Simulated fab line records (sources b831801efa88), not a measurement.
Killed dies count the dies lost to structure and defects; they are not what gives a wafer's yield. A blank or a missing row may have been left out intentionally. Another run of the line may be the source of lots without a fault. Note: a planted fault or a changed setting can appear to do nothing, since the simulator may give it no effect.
A lot that was struck, set against a sound lot	flow sky130	32 steps out of a route of 708
Sound: the wafers L851.1, L851.3, L851.6. Wafers struck: L864.2, L864.4, L864.5. The cause is given at the end.
At each step with rows: each side's tool, then ch and its chambers, then its first start. Under that, the readings that differ: sound wafers	struck wafers	difference of the means	sigmas: that difference in standard deviations of wafers without a fault.
alike: words and numbers the same on both sides, and readings whose means are apart by under 2 such deviations; not compared: readings that were withheld, readings missing a value for some wafer, numbers with overlapping values and no deviation given by the record, and bounds like >300 which may hide the same value.
The two part at a step that has a row with sigmas, a row that says differs or no value, or rows on one side only. When numbers do not overlap yet have no deviation, they are printed without sigmas and do not part them. A reading missing from all wafers of one side parts the sides only when that side holds two or more wafers.

SKY_CAP2M_THK_MEAS_01:
  sound on film metro-03, day 39 08:07; struck on film metro-02, day 43 14:33
  alike: CAP2M_CVD_00_THK
SKY_CAP2M_SPUTTER_02: material TiN, target thk 200 nm, time 166.7 s.
  sound on pvd sputter-01, day 39 08:11; struck on pvd sputter-04, day 43 14:36
  alike: chamber pressure pa, throttle valve pct
SKY_CAP2M_RS_MEAS_03: uses a four-point probe to measure.
  sound on film metro-03, day 39 08:17; struck on film metro-04, day 43 14:44
reading	sound	struck	difference	sigmas
CAP2M_TIN_RS (ohm/sq)	6.81 6.82 6.86	6.96 7.06 6.97	+0.17	+3
SKY_CAP2M_THK_MEAS_04: measures by xrf.
  sound on film metro-03, day 39 08:24; struck on film metro-04, day 43 14:50
reading	sound	struck	difference	sigmas
CAP2M_TIN_THK (nm)	206.7 206.0 204.7	202.1 199.5 201.6	-4.7	-2
then, 7 steps without rows for these wafers: SKY_CAP2M_DEHYDRATE_05 (time 60 s); SKY_CAP2M_HMDS_06 (prime time 60 s); SKY_CAP2M_COAT_07 (resist thk 1140 nm); SKY_CAP2M_SOFTBAKE_08 (time 60 s); SKY_CAP2M_EXPOSE_09 (exposes mask CAP2M, target cd 1000 nm); SKY_CAP2M_PEB_10; SKY_CAP2M_DEVELOP_11 (develop time 60 s).
SKY_CAP2M_OVL_MEAS_12:
  sound on overlay-01, day 40 08:24; struck on overlay-01, day 44 12:58
  alike: CAP2M_OVL
SKY_CAP2M_METAL_ETCH_13: etches TiN in Cl2/BCl3, stops on SiO2, target depth 220 nm, time 62.9 s.
  sound on rie metal-04 ch 0, day 40 08:26; struck on rie metal-03 ch 0,1, day 44 12:59
reading	sound	struck	difference	sigmas
bias w (W)	48.45 48.51 48.40	50.06 50.25 49.96	+1.64	+12
model.SiO2_of_CAP2M_CVD_00.thk nm (nm)	15.27 15.24 15.59	14.89 15.18 15.1	-0.31	
  alike: drypump motor current A, oes product au, rf fwd power W, throttle valve pct
  not compared: rf hours counter h
SKY_CAP2M_STRIP_14: strips in O2/N2.
  sound on plasma asher-01 ch 0,1, day 40 08:31; struck on plasma asher-01 ch 0,1, day 44 13:04
  alike: drypump motor current A, oes product au, strip time to endpoint s
  not compared: rf hours counter h
then, 11 steps without rows for these wafers: SKY_CAP2M_STRIP_15 (strips in post etch residue remover, time 1200 s); SKY_CAP2M_CLEAN_16 (cleans in IPA, time 180 s); SKY_CAP2M_CLEAN_17 (cleans in O3/DIW); SKY_METAL4_DEHYDRATE_05 (time 60 s); SKY_METAL4_HMDS_06 (prime time 60 s); SKY_METAL4_COAT_07 (resist thk 60 nm); SKY_METAL4_COAT_08 (resist thk 1140 nm); SKY_METAL4_SOFTBAKE_09 (time 90 s); SKY_METAL4_EXPOSE_10 (exposes mask MM4, target cd 300 nm); SKY_METAL4_PEB_11; SKY_METAL4_DEVELOP_12 (develop time 60 s).
SKY_METAL4_CD_MEAS_13: target cd 300 nm.
  sound on cd sem-01, day 41 09:26; struck on cd sem-01, day 45 11:11
  alike: cd nm
SKY_METAL4_OVL_MEAS_14:
  sound on overlay-01, day 41 09:34; struck on overlay-01, day 45 11:18
  alike: METAL4_OVL
SKY_METAL4_DESCUM_15: chemistry O2, time 8 s.
  sound on rie metal-03 ch 0,1, day 41 09:36; struck on rie metal-02 ch 0, day 45 11:20
  alike: drypump motor current A, oes product au, rf fwd power W
  not compared: rf hours counter h
SKY_METAL4_ETCH_16: etches BARC in N2/H2, stops on SiO2, time 88.2 s, target depth 60 nm.
  sound on rie metal-03 ch 0,1, day 41 09:38; struck on rie metal-02 ch 0, day 45 11:22
reading	sound	struck	difference	sigmas
rf fwd power W (W)	494.8 495.1 494.8	499.3 498.9 496.9	+3.5	+2
  alike: bias w, drypump motor current A, oes product au, throttle valve pct
  not compared: rf hours counter h
SKY_METAL4_ETCH_17: etches SiO2 in C4F8/O2/Ar, stops on TiN, time 3.9 s, target depth 15 nm.
  sound on rie diel-02 ch 0,2,3, day 41 09:44; struck on rie diel-02 ch 1,2,3, day 45 11:28
reading	sound	struck	difference	sigmas
model.etch.depth nm (nm)	15.27 15.24 15.59	14.89 15.18 15.1	-0.31	
  alike: bias w, oes product au, rf fwd power W
  not compared: rf hours counter h
SKY_METAL4_METAL_ETCH_18: etches the open film in Cl2/BCl3, stops on SiO2, target depth 845 nm, time 183.1 s.
  sound on rie metal-04 ch 0, day 41 09:44; struck on rie metal-04 ch 0,1, day 45 11:29
  alike: bias w, drypump motor current A, oes product au, rf fwd power W, throttle valve pct
  not compared: rf hours counter h
-- the record jumps here: 4 days lie between the struck wafers' starts before and after (it left off in module METAL4 and takes up again in module PAD_OPEN, whose first step shown is number 708 of the route) --
SKY_PAD_OPEN_PROBE_99:
  sound on prober-02, day 45 09:23; struck on prober-01, day 49 00:31
reading	sound	struck	difference	sigmas
killed short	38 28 35	40 51 56	+15	+3
  alike: defect limited yield, killed_at_M0_to_M3, killed_at_M4_up, killed at contacts, killed at front end, killed at other, killed dies, killed open, sort_bin_3_pad_short, sort_bin_5_function, sort_bin_6_memory, sort n pass, sort yield pct

WHERE THEY PART
At SKY_CAP2M_RS_MEAS_03 first; at SKY_PAD_OPEN_PROBE_99 last (within this record only).

WHY: what the simulator had put in
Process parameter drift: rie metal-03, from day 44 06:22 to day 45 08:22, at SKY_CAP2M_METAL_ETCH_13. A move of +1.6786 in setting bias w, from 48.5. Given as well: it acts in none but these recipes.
